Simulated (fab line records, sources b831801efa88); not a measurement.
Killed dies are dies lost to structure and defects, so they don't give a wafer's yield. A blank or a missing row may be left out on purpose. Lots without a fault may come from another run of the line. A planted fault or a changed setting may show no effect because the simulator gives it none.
Which tool did it? | flow gf180mcu | 6 lots, 18 wafers sampled, at 2 steps of a route of 602

WHAT THE GAUGES READ, wafer by wafer
GF_POLY_GATE_OVL_MEAS_11.
lot  | measured     | on         | POLY_GATE_OVL (nm)
L933 | day 9 09:08  | overlay-02 | -10 -10 -2
L935 | day 9 22:22  | overlay-01 | 5 -1 -3
L937 | day 10 13:00 | overlay-02 | -2 4 6
L939 | day 11 06:57 | overlay-01 | 16 10 10
L942 | day 12 10:28 | overlay-02 | 1 3 -4
L947 | day 13 12:58 | overlay-01 | -1 0 -4

WHICH TOOL RAN EACH LOT (tool, then ch and the chambers of the sampled wafers, then the start)
lot  | GF_VT_IMPLANT_STRIP_31
L933 | plasma_asher-02 ch 0, day 7 00:53
L935 | plasma_asher-03 ch 0,1, day 7 13:05
L937 | plasma_asher-03 ch 0,1, day 8 03:58
L939 | plasma_asher-03 ch 0,1, day 8 18:07
L942 | plasma_asher-02 ch 0,1, day 9 21:23
L947 | plasma_asher-02 ch 0,1, day 10 20:16
- GF_VT_IMPLANT_STRIP_31: strips in O2/N2.

THE ANSWER, worked out from the rows above alone
Rule: what is usual is taken from the lots themselves. Put in order of their means at a reading, lots are off if they are a third of the lots or fewer, leave a main group of 4 or more, and stand apart from it by a gap of 3 or more times the standard deviation of the main group's means; of several such gaps the widest counts. A main group whose means are all the same, to the digits that the tables above print for the reading, isn't used. A lot without any number at a reading at which 4 lots or more have one is off too. The other lots that the step has rows for count as sound.
No lot is off at any reading shown: from this, nothing can be told.

WHAT THE SIMULATOR HAD PUT IN
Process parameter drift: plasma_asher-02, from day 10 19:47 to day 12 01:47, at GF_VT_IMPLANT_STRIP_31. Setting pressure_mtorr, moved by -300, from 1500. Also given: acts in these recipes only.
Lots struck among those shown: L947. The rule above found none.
